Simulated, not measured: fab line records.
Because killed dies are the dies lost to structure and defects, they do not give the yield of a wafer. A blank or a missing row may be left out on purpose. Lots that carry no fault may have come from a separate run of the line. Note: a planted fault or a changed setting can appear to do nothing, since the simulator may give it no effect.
A lot that was struck, set against a sound lot || flow sky130 || 44 out of 708 route steps
Sound: wafers L530.4, L530.5, L530.6. Struck: wafers L545.1, L545.2, L545.5. The cause comes at the end.
Each step with rows lists, per side, the tool, then ch with its chambers, then its first start. Under that, the readings that differ: sound wafers || struck wafers || difference of the means || sigmas: that difference in standard deviations of wafers without a fault.
alike: readings with means less than 2 such deviations apart, plus words and numbers identical on both sides. not compared: withheld readings, readings lacking a value on some wafer, bounds such as >300 that could conceal the same value, and numbers that have no deviation in the record and whose values overlap.
The two part at a step that has a row with sigmas, a row that says differs or no value, or rows on one side only. Non-overlapping numbers with no deviation appear without sigmas and do not part them. A reading missing from all wafers of one side parts the sides only when that side holds two or more wafers.

first, 1 step without rows for these wafers: SKY_VIA2_SPUTTER_20 (material TiN, target thk 20 nm, time 80 s).
SKY_VIA2_CVD_21: deposits W, target thk 420 nm, time 126.4 s.
  sound on cvd-w-01 ch 0,1, day 37 18:34; struck on cvd-w-01 ch 0,1, day 42 05:02
  alike: heater-power-w
SKY_VIA2_RS_MEAS_22: measures by four-point-probe.
  sound on film-metro-03 at day 37 18:43; struck on film-metro-03 at day 42 05:10
  alike: VIA2_W_RS
SKY_VIA2_THK_MEAS_23: measures by xrf.
  sound on film-metro-03 at day 37 18:49; struck on film-metro-03 at day 42 05:17
  alike: VIA2_W_THK
SKY_VIA2_CMP_24: polishes, stops on SiO2, t overpolish 20 s, target thk 0 nm.
  sound on cmp-02 ch 0,2,3, day 37 18:59; struck on cmp-01 ch 0,1,2, day 42 05:40
  alike: motor-current-A, overpolish-run-s, time-to-endpoint-s
then, 1 step without rows for these wafers: SKY_METAL3_SPUTTER_00 (material Ti, target thk 15 nm, time 10 s).
SKY_METAL3_SPUTTER_01: material TiN, target thk 20 nm, time 16.7 s.
  sound on pvd-sputter-02 at day 37 19:10; struck on pvd-sputter-02 at day 42 05:53
  alike: cathode-dc-power-W, throttle-valve-pct
then, 1 step without rows for these wafers: SKY_METAL3_SPUTTER_02 (material AlCu, target thk 735 nm, time 39.1 s).
SKY_METAL3_SPUTTER_03: material Ti, target thk 5 nm, time 3.3 s.
  sound on pvd-sputter-02 at day 37 19:13; struck on pvd-sputter-02 at day 42 05:57
  alike: cathode-dc-power-W, throttle-valve-pct
then, 1 step without rows for these wafers: SKY_METAL3_SPUTTER_04 (material TiN, target thk 70 nm, time 58.3 s).
SKY_CAPM_CVD_00: deposits SiO2, target thk 15.5 nm.
  sound on pecvd-03 ch 0,1,2, day 37 19:18; struck on pecvd-04 ch 0,1, day 42 06:01
  alike: heater-power-w
SKY_CAPM_THK_MEAS_01:
  sound on film-metro-01 at day 37 19:20; struck on film-metro-04 at day 42 06:03
  alike: CAPM_CVD_00_THK
SKY_CAPM_SPUTTER_02: material TiN, target thk 200 nm, time 166.7 s.
  sound on pvd-sputter-03 at day 37 19:22; struck on pvd-sputter-03 at day 42 06:07
{"reading": "cathode-dc-power-W (W)", "sound": "6500.0 6500.3 6500.5", "struck": "6015.0 6016.2 6014.7", "difference": -485.0, "sigmas": "-99 or more"}
{"reading": "model.TiN_of_CAPM_SPUTTER_02.thk-nm (nm)", "sound": "197.9 197.8 197.8", "struck": "181.2 182.5 181.6", "difference": -16.1, "sigmas": ""}
  alike: throttle-valve-pct
SKY_CAPM_RS_MEAS_03: measures by four-point-probe.
  sound on film-metro-02 at day 37 19:32; struck on film-metro-02 at day 42 06:13
{"reading": "CAPM_TIN_RS (ohm/sq)", "sound": "6.99 6.98 7.00", "struck": "7.66 7.60 7.62", "difference": "+0.64", "sigmas": "+10"}
SKY_CAPM_THK_MEAS_04: measures by xrf.
  sound on film-metro-02 at day 37 19:38; struck on film-metro-02 at day 42 06:20
{"reading": "CAPM_TIN_THK (nm)", "sound": "197.9 197.4 197.7", "struck": "179.9 181.3 179.8", "difference": -17.3, "sigmas": -8}
then, 7 steps without rows for these wafers: SKY_CAPM_DEHYDRATE_05 (time 60 s); SKY_CAPM_HMDS_06 (prime time 60 s); SKY_CAPM_COAT_07 (resist thk 1140 nm); SKY_CAPM_SOFTBAKE_08 (time 60 s); SKY_CAPM_EXPOSE_09 (exposes mask CAPM, target cd 1000 nm); SKY_CAPM_PEB_10; SKY_CAPM_DEVELOP_11 (develop time 60 s).
SKY_CAPM_OVL_MEAS_12:
  sound on overlay-01 at day 38 20:40; struck on overlay-01 at day 43 04:55
{"reading": "CAPM_OVL (nm)", "sound": "1.3 1.2 1.9", "struck": "-0.7 -3.1 -1.5", "difference": -3.2, "sigmas": -2}
SKY_CAPM_METAL_ETCH_13: etches TiN in Cl2/BCl3, stops on SiO2, target depth 220 nm, time 62.9 s.
  sound on rie-metal-04 ch 0,1, day 38 20:43; struck on rie-metal-03 ch 0,1, day 43 04:57
{"reading": "oes-product-au (a.u.)", "sound": "0.933 0.936 0.931", "struck": "0.894 0.885 0.888", "difference": -0.044, "sigmas": -6}
{"reading": "throttle-valve-pct (%)", "sound": "21.907 21.911 21.898", "struck": "21.953 21.937 21.941", "difference": "+0.038", "sigmas": "+4"}
  alike: drypump-motor-current-A
  not compared: rf-hours-counter-h
then, 12 steps without rows for these wafers: SKY_CAPM_STRIP_14 (strips in O2/N2); SKY_CAPM_STRIP_15 (strips in post etch residue remover, time 1200 s); SKY_CAPM_CLEAN_16 (cleans in IPA, time 180 s); SKY_CAPM_CLEAN_17 (cleans in O3/DIW); SKY_METAL3_DEHYDRATE_05 (time 60 s); SKY_METAL3_HMDS_06 (prime time 60 s); SKY_METAL3_COAT_07 (resist thk 60 nm); SKY_METAL3_COAT_08 (resist thk 1140 nm); SKY_METAL3_SOFTBAKE_09 (time 90 s); SKY_METAL3_EXPOSE_10 (exposes mask MM3, target cd 300 nm); SKY_METAL3_PEB_11; SKY_METAL3_DEVELOP_12 (develop time 60 s).
SKY_METAL3_CD_MEAS_13 targets a cd of 300 nm.
  sound on cd-sem-01 at day 39 22:43; struck on cd-sem-01 at day 44 03:31
  alike: cd-nm
SKY_METAL3_OVL_MEAS_14:
  sound on overlay-02 at day 39 22:48; struck on overlay-01 at day 44 03:38
{"reading": "METAL3_OVL (nm)", "sound": "6 13 8", "struck": "-2 8 -11", "difference": -11, "sigmas": -2}
then, 4 steps without rows for these wafers: SKY_METAL3_DESCUM_15 (chemistry O2, time 8 s); SKY_METAL3_ETCH_16 (etches BARC in N2/H2, stops on SiO2, time 88.2 s, target depth 60 nm); SKY_METAL3_ETCH_17 (etches SiO2 in C4F8/O2/Ar, stops on TiN, time 3.9 s, target depth 15 nm); SKY_METAL3_METAL_ETCH_18 (etches the open film in Cl2/BCl3, stops on SiO2, target depth 845 nm, time 183.1 s).
SKY_METAL3_STRIP_20: strips in post etch residue remover, time 1200 s.
  sound on wet-bench-01 ch 1, day 39 23:15; struck on wet-bench-04 ch 1, day 44 04:05
{"reading": "model.TiN_of_CAPM_SPUTTER_02.thk-nm (nm)", "sound": "197 197 196.9", "struck": "180.3 181.6 180.8", "difference": -16.1, "sigmas": ""}
-- the record jumps here: 6 days lie between the struck wafers' starts before and after (it left off in module METAL3 and takes up again in module PAD_OPEN, whose first step shown is number 708 of the route) --
SKY_PAD_OPEN_PROBE_99:
  sound on prober-02 at day 46 20:41; struck on prober-01 at day 50 06:49
{"reading": "model.etest.cap-mim.plate-ohm-sq", "sound": "6.095 6.032 6.071", "struck": "6.602 6.579 6.593", "difference": "+0.525", "sigmas": ""}
  alike: defect-limited-yield, killed_at_M0_to_M3, killed_at_M4_up, killed-at-contacts, killed-at-front-end, killed-at-other, killed-dies, killed-open, killed-short, sort_bin_3_pad_short, sort_bin_5_function, sort_bin_6_memory, sort-n-pass, sort-yield-pct

WHERE THEY PART
First at SKY_CAPM_SPUTTER_02; last, within this record, at SKY_METAL3_OVL_MEAS_14. Later steps at which nothing parts them and some readings are alike: SKY_PAD_OPEN_PROBE_99.

WHY: what the simulator had put in
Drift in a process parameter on pvd-sputter-03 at SKY_CAPM_SPUTTER_02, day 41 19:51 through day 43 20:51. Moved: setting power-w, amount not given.
